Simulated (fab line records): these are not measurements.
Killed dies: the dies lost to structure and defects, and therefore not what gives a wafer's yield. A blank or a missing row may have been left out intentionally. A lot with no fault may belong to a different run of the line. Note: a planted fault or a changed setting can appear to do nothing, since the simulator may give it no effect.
fab line records | flow gf180mcu
record: lots: 24 wafers: 72 last_day: 34
route steps=602 shown V1@361 M2@377 V2@407 M4@459 MIM@508
lots untouched by any fault: they come from a run of this same line in which no faults occurred
start_h: start of the lot's first displayed wafer, in hours after the record's first day | wait_h: hours elapsed since this lot's preceding step | " as in the row above | L1.1+2: a single row standing in for several wafers | - either no value or no given start | * or withheld: withheld | < > ~ a bound
route shown NAME@n: names a module that has steps shown in the file, with the first one's number in the route | usual: mean/standard deviation of fault-free wafers | same: alike in all rows | chamber/n: place in a boat | sites: the reading at each site | _std_site: the standard deviation of these | _edge_site: inner sites' mean taken away from outer sites' mean | radius_mm: how far each site lies from the wafer's centre | mask NAME#n: copy n | behind: the last tool/chamber to shape the wafer | hold: what put the lot on hold/how long, in hours/how the hold closed | device: which transistor (n, p or np) failed to switch | end of line: tests run on the same wafers once the route is complete | step lacking rows: just its recipe | killed: count of dies lost to structure and defects at first sort (not the wafer's yield) | map: a wafer's dies, marking killed ones x, the rest . and places with no die _
set.NAME: setting as actually run; set.NAME@STEP: the setting as run at that earlier step | model.NAME: the simulator's own value behind a step, which no gauge read
route steps across a sampled set of lots; one table per step, one row per wafer
services: a tool's chamber out of use, with start hour (start_h, from the record's first day; less than 0 if before it), hours out, and reason
== steps ==
step: GF_V1_CMP_26
recipe: stop_on: SiO2 down_force_psi: 3.5 platen_rpm: 60 t_overpolish_s: 15 target_thk_nm: 0 pad_velocity_m_s: 0.94248
usual: edge_zone_pressure_frac: 1.000/0.005 motor_current_A: 10.7/0.96 overpolish_run_s: 15.000/0.0084 platen_rpm: 60.00/0.039 time_to_endpoint_s: 84/4
columns lot.wafer tool chamber start_h wait_h edge_zone_pressure_frac motor_current_A overpolish_run_s platen_rpm time_to_endpoint_s
L074.1 cmp-01 0 413.63 0.1 0.997 9.7 14.993 60.04 89
L074.6 " 2 " " 0.994 9.6 15.007 60.05 81
L074.5 " 3 " " 0.992 13.5 15.010 60.07 85
L075.1 cmp-02 3 423.08 0.1 1.003 10.3 15.012 59.98 82
L075.3 " 0 " " 1.002 10.9 14.998 59.98 81
L075.4 " 1 " " 1.005 10.0 14.991 59.96 83
L076.3 cmp-02 1 429.59 0.0 0.993 10.3 14.995 59.94 84
L076.1 " 2 " " 1.003 10.5 15.012 60.05 87
L076.6 " 1 " " 0.999 10.5 14.990 60.01 83
L078.3 cmp-02 1 454.71 0.1 0.997 10.5 14.997 60.02 87
L078.1 " 2 " " 0.999 10.9 14.992 60.02 89
L078.6 " 3 " " 0.997 10.6 15.008 60.03 85
L077.3 cmp-01 2 455.24 0.0 1.007 10.0 15.004 59.99 81
L077.1 " 0 " " 1.002 10.0 14.991 59.92 86
L077.5 " 3 " " 0.997 12.7 14.992 60.07 85
L079.1 cmp-01 0 467.26 0.2 0.990 10.1 15.001 59.97 85
L079.5 " 2 " " 1.007 9.1 15.003 59.98 82
L079.6 " 3 " " 1.001 12.5 14.997 60.01 82
L080.4 cmp-02 0 476.36 0.1 0.999 10.8 15.001 60.00 84
L080.3 " 2 " " 0.994 10.2 15.004 60.05 84
L080.5 " 3 " " 1.004 10.7 14.999 59.98 79
L081.1 cmp-01 3 483.93 0.1 1.002 12.3 14.997 59.95 78
L081.4 " 0 " " 0.998 9.4 15.006 60.00 83
L081.3 " 1 " " 0.999 11.3 15.003 59.99 77
L082.3 cmp-01 3 487.20 0.0 1.007 12.9 14.993 60.06 81
L082.4 " 0 " " 1.009 9.6 14.990 59.97 86
L082.6 " 3 " " 0.997 12.6 15.009 60.02 79
L083.3 cmp-01 0 500.53 0.1 0.994 10.2 15.004 60.02 84
L083.2 " 1 " " 1.001 11.5 14.998 60.03 79
L083.6 " 3 " " 0.998 12.2 15.010 59.99 79
L084.3 cmp-01 2 510.62 0.0 0.998 9.6 15.001 60.02 76
L084.5 " 2 " " 1.006 9.8 15.005 59.97 76
L084.6 " 3 " " 1.012 11.9 14.996 60.09 82
L085.1 cmp-02 1 519.95 0.1 1.001 10.1 14.993 59.97 87
L085.3 " 2 " " 1.001 10.8 14.999 59.99 89
L085.6 " 1 " " 0.994 10.5 14.997 59.98 90
L086.2 cmp-01 0 528.38 0.1 0.999 10.1 15.012 59.99 90
L086.4 " 1 " " 0.991 10.9 15.000 60.07 84
L086.5 " 2 " " 1.000 10.2 15.011 60.01 81
L087.1 cmp-01 0 531.11 0.1 1.005 9.6 15.006 60.03 91
L087.2 " 1 " " 0.998 11.3 14.998 59.97 84
L087.6 " 0 " " 1.000 10.3 14.998 60.00 88
L088.2 cmp-01 1 540.33 0.0 1.001 11.6 15.001 59.97 77
L088.4 " 3 " " 0.997 12.8 15.003 60.02 78
L088.1 " 0 " " 1.000 10.2 14.990 60.02 88
L089.3 cmp-02 3 551.73 0.1 1.004 10.5 15.007 60.04 77
L089.2 " 0 " " 0.999 10.7 14.989 59.99 80
L089.4 " 1 " " 0.998 10.1 14.993 59.95 84
L090.3 cmp-01 0 554.48 0.0 0.994 10.1 14.993 59.99 84
L090.6 " 0 " " 0.998 9.4 15.016 60.01 85
L090.5 " 1 " " 1.003 11.1 14.988 60.00 79
L091.1 cmp-02 1 561.96 0.1 0.998 11.0 14.999 60.01 85
L091.4 " 3 " " 1.004 10.2 15.000 60.07 80
L091.6 " 1 " " 1.000 10.2 14.993 59.97 86
L092.2 cmp-02 2 567.61 0.0 0.992 10.4 14.999 59.95 87
L092.1 " 3 " " 0.998 10.1 15.002 60.02 82
L092.5 " 2 " " 0.997 10.8 15.000 60.04 87
L093.4 cmp-02 2 581.09 0.0 0.993 10.7 15.009 59.94 89
L093.3 " 0 " " 0.992 11.2 14.992 60.01 86
L093.1 " 1 " " 1.004 10.4 15.010 59.95 92
L094.4 cmp-02 3 585.20 0.0 1.002 10.3 15.021 60.01 83
L094.3 " 1 " " 0.989 10.2 15.021 60.03 88
L094.1 " 2 " " 0.999 10.8 14.993 60.05 90
L095.4 cmp-01 0 592.74 0.0 1.007 10.2 14.988 60.05 93
L095.3 " 2 " " 1.006 9.7 15.011 59.90 89
L095.5 " 1 " " 0.996 11.3 15.004 59.96 91
L096.3 cmp-02 3 598.27 0.1 1.001 9.9 14.990 59.93 83
L096.1 " 0 " " 1.006 10.4 15.012 59.98 88
L096.4 " 1 " " 1.001 9.5 14.993 60.00 90
L097.1 cmp-01 2 605.44 0.2 1.011 9.9 15.015 60.01 81
L097.5 " 3 " " 1.001 12.8 14.994 59.96 82
L097.6 " 0 " " 1.008 10.2 14.999 60.06 86
step: GF_M2_OVL_MEAS_15
usual: M2_OVL: 8/5.3
columns lot.wafer tool chamber start_h wait_h M2_OVL[nm]
L074.1 overlay-02 - 438.02 0.1 8
L074.5 " - " " 12
L074.6 " - " " 10
L075.1 overlay-02 - 446.52 0.1 8
L075.3 " - " " 13
L075.4 " - " " 11
L076.1 overlay-02 - 454.92 0.1 6
L076.3 " - " " 5
L076.6 " - " " 10
L078.1 overlay-01 - 479.67 0.1 -3
L078.3 " - " " 2
L078.6 " - " " 5
L077.1 overlay-01 - 480.02 0.1 3
L077.3 " - " " 7
L077.5 " - " " 7
L079.1 overlay-01 - 492.05 0.1 7
L079.5 " - " " 10
L079.6 " - " " 4
L080.3 overlay-02 - 501.43 0.1 1
L080.4 " - " " 1
L080.5 " - " " 0
L081.1 overlay-01 - 508.40 0.1 10
L081.3 " - " " 10
L081.4 " - " " 13
L082.3 overlay-01 - 511.87 0.1 8
L082.4 " - " " 11
L082.6 " - " " 8
L083.2 overlay-01 - 524.53 0.1 9
L083.3 " - " " 6
L083.6 " - " " 2
L084.3 overlay-02 - 534.61 0.1 6
L084.5 " - " " 12
L084.6 " - " " 9
L085.1 overlay-02 - 543.00 0.1 -4
L085.3 " - " " 0
L085.6 " - " " 10
L086.2 overlay-01 - 550.77 0.1 9
L086.4 " - " " 12
L086.5 " - " " 8
L087.1 overlay-01 - 554.06 0.1 12
L087.2 " - " " 14
L087.6 " - " " 14
L088.1 overlay-02 - 562.72 0.1 14
L088.2 " - " " -1
L088.4 " - " " 8
L089.2 overlay-02 - 573.67 0.1 15
L089.3 " - " " 13
L089.4 " - " " 24
L090.3 overlay-01 - 577.13 0.1 16
L090.5 " - " " 19
L090.6 " - " " 11
L091.1 overlay-02 - 583.45 0.1 14
L091.4 " - " " 10
L091.6 " - " " 18
L092.1 overlay-01 - 589.85 0.1 16
L092.2 " - " " 14
L092.5 " - " " 19
L093.1 overlay-02 - 603.06 0.1 5
L093.3 " - " " 8
L093.4 " - " " 7
L094.1 overlay-01 - 606.67 0.1 6
L094.3 " - " " 5
L094.4 " - " " 3
L095.3 overlay-02 - 614.18 0.1 12
L095.4 " - " " 11
L095.5 " - " " 13
L096.1 overlay-02 - 619.50 0.1 6
L096.3 " - " " 10
L096.4 " - " " 4
L097.1 overlay-01 - 626.62 0.1 18
L097.5 " - " " 13
L097.6 " - " " 1
step: GF_V2_THK_MEAS_25
recipe: thk_meas_gauge: xrf reads: W_of_V2_CVD_23
usual: V2_W_THK: 337/5.2
columns lot.wafer tool chamber start_h wait_h V2_W_THK[nm]
L074.1 film_metro-02 - 465.65 0.1 336
L074.5 " - " " 333
L074.6 " - " " 343
L075.1 film_metro-04 - 473.20 0.1 338
L075.3 " - " " 337
L075.4 " - " " 329
L076.1 film_metro-02 - 482.23 0.1 338
L076.3 " - " " 330
L076.6 " - " " 342
L078.1 film_metro-01 - 505.45 0.1 341
L078.3 " - " " 330
L078.6 " - " " 329
L077.1 film_metro-02 - 505.80 0.1 348
L077.3 " - " " 338
L077.5 " - " " 339
L079.1 film_metro-04 - 518.20 0.1 344
L079.5 " - " " 342
L079.6 " - " " 344
L080.3 film_metro-02 - 527.06 0.1 333
L080.4 " - " " 342
L080.5 " - " " 340
L081.1 film_metro-04 - 533.79 0.1 340
L081.3 " - " " 338
L081.4 " - " " 336
L082.3 film_metro-02 - 537.56 0.1 340
L082.4 " - " " 333
L082.6 " - " " 341
L083.2 film_metro-04 - 550.11 0.1 334
L083.3 " - " " 338
L083.6 " - " " 334
L084.3 film_metro-01 - 559.86 0.1 339
L084.5 " - " " 329
L084.6 " - " " 334
L085.1 film_metro-02 - 567.78 0.1 342
L085.3 " - " " 333
L085.6 " - " " 341
L086.2 film_metro-02 - 574.59 0.1 332
L086.4 " - " " 334
L086.5 " - " " 347
L087.1 film_metro-01 - 578.48 0.1 335
L087.2 " - " " 339
L087.6 " - " " 331
L088.1 film_metro-01 - 587.15 0.1 332
L088.2 " - " " 343
L088.4 " - " " 334
L089.2 film_metro-02 - 597.66 0.1 332
L089.3 " - " " 335
L089.4 " - " " 338
L090.3 film_metro-02 - 601.33 0.1 338
L090.5 " - " " 337
L090.6 " - " " 345
L091.1 film_metro-04 - 607.26 0.1 330
L091.4 " - " " 332
L091.6 " - " " 334
L092.1 film_metro-04 - 614.14 0.1 328
L092.2 " - " " 336
L092.5 " - " " 339
L093.1 film_metro-02 - 626.57 0.1 333
L093.3 " - " " 331
L093.4 " - " " 338
L094.1 film_metro-02 - 630.82 0.1 333
L094.3 " - " " 335
L094.4 " - " " 345
L095.3 film_metro-04 - 637.14 0.1 334
L095.4 " - " " 337
L095.5 " - " " 338
L096.1 film_metro-01 - 643.19 0.1 331
L096.3 " - " " 329
L096.4 " - " " 341
L097.1 film_metro-01 - 649.13 0.1 324
L097.5 " - " " 336
L097.6 " - " " 324
step: GF_M4_SPUTTER_03
recipe: material: Ti target_thk_nm: 10 substrate_temp_c: 300 chamber_pressure_pa: 0.3 power_w: 3000 time_s: 6.7
usual: throttle_valve_pct: 29.7/1.2
columns lot.wafer tool chamber start_h wait_h throttle_valve_pct
L074.1 pvd_sputter-04 - 517.26 0.0 27.6
L074.5 " - " " 29.6
L074.6 " - " " 30.5
L075.1 pvd_sputter-01 - 524.79 0.0 28.0
L075.3 " - " " 29.1
L075.4 " - " " 30.8
L076.1 pvd_sputter-01 - 532.21 0.0 30.1
L076.3 " - " " 29.3
L076.6 " - " " 28.3
L078.1 pvd_sputter-01 - 553.77 0.0 29.1
L078.3 " - " " 28.0
L078.6 " - " " 31.4
L077.1 pvd_sputter-03 - 554.59 0.0 29.1
L077.3 " - " " 30.6
L077.5 " - " " 30.5
L079.1 pvd_sputter-04 - 566.02 0.0 30.5
L079.5 " - " " 30.5
L079.6 " - " " 29.6
L080.3 pvd_sputter-04 - 574.87 0.0 30.6
L080.4 " - " " 30.7
L080.5 " - " " 30.6
L081.1 pvd_sputter-03 - 581.85 0.0 29.9
L081.3 " - " " 28.9
L081.4 " - " " 30.6
L082.3 pvd_sputter-04 - 585.32 0.0 30.7
L082.4 " - " " 29.5
L082.6 " - " " 30.4
L083.2 pvd_sputter-04 - 596.42 0.0 30.6
L083.3 " - " " 30.6
L083.6 " - " " 29.7
L084.3 pvd_sputter-03 - 606.52 0.0 28.8
L084.5 " - " " 30.6
L084.6 " - " " 29.0
L085.1 pvd_sputter-03 - 614.32 0.0 30.3
L085.3 " - " " 30.7
L085.6 " - " " 28.7
L086.2 pvd_sputter-04 - 619.70 0.0 29.7
L086.4 " - " " 30.5
L086.5 " - " " 30.8
L087.1 pvd_sputter-03 - 624.17 0.0 30.6
L087.2 " - " " 30.5
L087.6 " - " " 31.0
L088.1 pvd_sputter-03 - 633.07 0.0 30.2
L088.2 " - " " 30.8
L088.4 " - " " 29.0
L089.2 pvd_sputter-04 - 642.39 0.0 29.5
L089.3 " - " " 30.6
L089.4 " - " " 27.3
L090.3 pvd_sputter-04 - 646.27 0.0 27.4
L090.5 " - " " 30.7
L090.6 " - " " 29.5
L091.1 pvd_sputter-03 - 651.15 0.0 30.6
L091.4 " - " " 28.9
L091.6 " - " " 30.3
L092.1 pvd_sputter-04 - 658.17 0.0 27.1
L092.2 " - " " 30.7
L092.5 " - " " 27.4
L093.1 pvd_sputter-01 - 668.86 0.0 29.2
L093.3 " - " " 28.1
L093.4 " - " " 30.8
L094.1 pvd_sputter-01 - 673.97 0.0 28.1
L094.3 " - " " 29.3
L094.4 " - " " 29.9
L095.3 pvd_sputter-04 - 679.72 0.0 30.7
L095.4 " - " " 29.3
L095.5 " - " " 30.3
L096.1 pvd_sputter-03 - 684.95 0.0 29.1
L096.3 " - " " 30.4
L096.4 " - " " 30.4
L097.1 pvd_sputter-04 - 691.34 0.0 30.4
L097.5 " - " " 30.8
L097.6 " - " " 29.5
step: GF_M4_RS_MEAS_05
recipe: thk_meas_gauge: four-point-probe reads: TiN_of_M4_SPUTTER_04+Ti_of_M4_SPUTTER_03+AlCu_of_M4_SPUTTER_02+TiN_of_M4_SPUTTER_01+Ti_of_M4_SPUTTER_00
usual: M4_ALCU_RS: 0.0694/0.00069
columns lot.wafer tool chamber start_h wait_h M4_ALCU_RS[ohm/sq]
L074.1 film_metro-04 - 517.32 0.0 0.0680
L074.5 " - " " 0.0682
L074.6 " - " " 0.0690
L075.1 film_metro-02 - 524.85 0.0 0.0689
L075.3 " - " " 0.0699
L075.4 " - " " 0.0692
L076.1 film_metro-03 - 532.27 0.0 0.0688
L076.3 " - " " 0.0705
L076.6 " - " " 0.0691
L078.1 film_metro-03 - 553.83 0.0 0.0697
L078.3 " - " " 0.0683
L078.6 " - " " 0.0690
L077.1 film_metro-02 - 554.65 0.0 0.0697
L077.3 " - " " 0.0699
L077.5 " - " " 0.0694
L079.1 film_metro-03 - 566.08 0.0 0.0696
L079.5 " - " " 0.0698
L079.6 " - " " 0.0696
L080.3 film_metro-03 - 574.97 0.1 0.0691
L080.4 " - " " 0.0686
L080.5 " - " " 0.0691
L081.1 film_metro-04 - 581.91 0.0 0.0696
L081.3 " - " " 0.0700
L081.4 " - " " 0.0705
L082.3 film_metro-03 - 585.42 0.1 0.0693
L082.4 " - " " 0.0696
L082.6 " - " " 0.0699
L083.2 film_metro-04 - 596.50 0.0 0.0699
L083.3 " - " " 0.0699
L083.6 " - " " 0.0699
L084.3 film_metro-03 - 606.62 0.1 0.0702
L084.5 " - " " 0.0698
L084.6 " - " " 0.0694
L085.1 film_metro-04 - 614.38 0.0 0.0707
L085.3 " - " " 0.0709
L085.6 " - " " 0.0711
L086.2 film_metro-03 - 619.78 0.0 0.0698
L086.4 " - " " 0.0694
L086.5 " - " " 0.0688
L087.1 film_metro-03 - 624.23 0.0 0.0699
L087.2 " - " " 0.0704
L087.6 " - " " 0.0695
L088.1 film_metro-02 - 633.13 0.0 0.0696
L088.2 " - " " 0.0690
L088.4 " - " " 0.0694
L089.2 film_metro-02 - 642.47 0.0 0.0691
L089.3 " - " " 0.0690
L089.4 " - " " 0.0686
L090.3 film_metro-04 - 646.37 0.1 0.0693
L090.5 " - " " 0.0696
L090.6 " - " " 0.0695
L091.1 film_metro-03 - 651.21 0.0 0.0703
L091.4 " - " " 0.0703
L091.6 " - " " 0.0706
L092.1 film_metro-04 - 658.23 0.0 0.0684
L092.2 " - " " 0.0691
L092.5 " - " " 0.0690
L093.1 film_metro-03 - 668.92 0.0 0.0695
L093.3 " - " " 0.0678
L093.4 " - " " 0.0691
L094.1 film_metro-03 - 674.03 0.0 0.0678
L094.3 " - " " 0.0697
L094.4 " - " " 0.0679
L095.3 film_metro-03 - 679.82 0.1 0.0691
L095.4 " - " " 0.0691
L095.5 " - " " 0.0694
L096.1 film_metro-02 - 685.01 0.0 0.0692
L096.3 " - " " 0.0699
L096.4 " - " " 0.0699
L097.1 film_metro-02 - 691.40 0.0 0.0697
L097.5 " - " " 0.0693
L097.6 " - " " 0.0692
step: GF_MIM_CVD_05
recipe: material: Si3N4 target_thk_nm: 42 temp_max_c: 400 temp_c: 385 time_s: 29.086 rf_w: 450
usual: heater_power_w: 708/100
columns lot.wafer tool chamber start_h wait_h heater_power_w
L074.1 pecvd-04 2 565.19 0.0 795
L074.5 " 2 " " 802
L074.6 " 0 " " 674
L075.1 pecvd-01 0 572.18 0.0 689
L075.3 " 2 " " 625
L075.4 " 0 " " 685
L076.1 pecvd-02 2 579.76 0.0 761
L076.3 " 0 " " 825
L076.6 " 1 " " 525
L078.1 pecvd-02 0 599.93 0.0 783
L078.3 " 1 " " 497
L078.6 " 2 " " 756
L077.1 pecvd-04 0 601.53 0.0 722
L077.3 " 2 " " 690
L077.5 " 1 " " 760
L079.1 pecvd-02 2 611.56 0.0 732
L079.5 " 1 " " 514
L079.6 " 0 " " 682
L080.3 pecvd-02 1 619.77 0.0 540
L080.4 " 1 " " 543
L080.5 " 0 " " 818
L081.1 pecvd-01 1 627.60 0.0 747
L081.3 " 2 " " 573
L081.4 " 0 " " 706
L082.3 pecvd-04 0 630.05 0.0 668
L082.4 " 1 " " 798
L082.6 " 0 " " 671
L083.2 pecvd-04 0 641.21 0.0 673
L083.3 " 2 " " 687
L083.6 " 0 " " 677
L084.3 pecvd-02 1 649.79 0.0 475
L084.5 " 0 " " 817
L084.6 " 2 " " 742
L085.1 pecvd-04 2 657.18 0.0 672
L085.3 " 0 " " 754
L085.6 " 0 " " 753
L086.2 pecvd-04 0 662.30 0.0 733
L086.4 " 0 " " 746
L086.5 " 1 " " 795
L087.1 pecvd-04 1 667.07 0.0 840
L087.2 " 2 " " 757
L087.6 " 2 " " 745
L088.1 pecvd-02 0 676.01 0.0 831
L088.2 " 2 " " 686
L088.4 " 0 " " 818
L089.2 pecvd-02 2 683.96 0.0 759
L089.3 " 1 " " 480
L089.4 " 2 " " 746
L090.3 pecvd-01 2 689.23 0.0 561
L090.5 " 0 " " 715
L090.6 " 2 " " 571
L091.1 pecvd-02 0 693.05 0.0 842
L091.4 " 0 " " 824
L091.6 " 2 " " 748
L092.1 pecvd-02 1 699.65 0.0 463
L092.2 " 0 " " 817
L092.5 " 2 " " 643
L093.1 pecvd-01 0 709.16 0.0 663
L093.3 " 2 " " 656
L093.4 " 2 " " 652
L094.1 pecvd-04 0 714.61 0.0 696
L094.3 " 1 " " 804
L094.4 " 1 " " 788
L095.3 pecvd-01 2 719.88 0.0 635
L095.4 " 1 " " 865
L095.5 " 2 " " 657
L096.1 pecvd-04 0 724.82 0.0 774
L096.3 " 1 " " 738
L096.4 " 0 " " 752
L097.1 pecvd-01 0 730.63 0.0 597
L097.5 " 2 " " 554
L097.6 " 0 " " 604
== services ==
columns tool chamber start_h hours kind
cmp-02 - 404.23 4.0 pm
pecvd-04 - 410.84 2.8 pm
pecvd-04 - 416.01 0.4 repair
pvd_sputter-03 - 417.47 10.6 repair
pecvd-01 - 421.57 1.8 repair
pecvd-01 2 430.41 2.1 repair
cmp-01 - 430.60 5.6 pm
pecvd-04 1 430.79 5.7 repair
pecvd-02 - 441.01 1.7 repair
cmp-02 - 447.26 3.5 repair
cmp-02 - 471.27 0.3 repair
cmp-01 - 491.25 0.8 repair
cmp-02 - 498.70 1.8 repair
pecvd-01 2 502.63 3.6 repair
cmp-02 - 511.62 6.3 repair
pecvd-01 1 511.73 13.9 repair
cmp-02 - 519.16 0.4 repair
pvd_sputter-04 - 566.72 5.2 repair
cmp-01 - 572.27 4.0 pm
pecvd-04 0 576.03 10.6 repair
pvd_sputter-03 - 586.59 6.1 repair
cmp-01 - 607.20 4.3 pm
cmp-01 - 635.22 1.1 repair
cmp-02 - 649.49 3.4 pm
== key ==
fault none
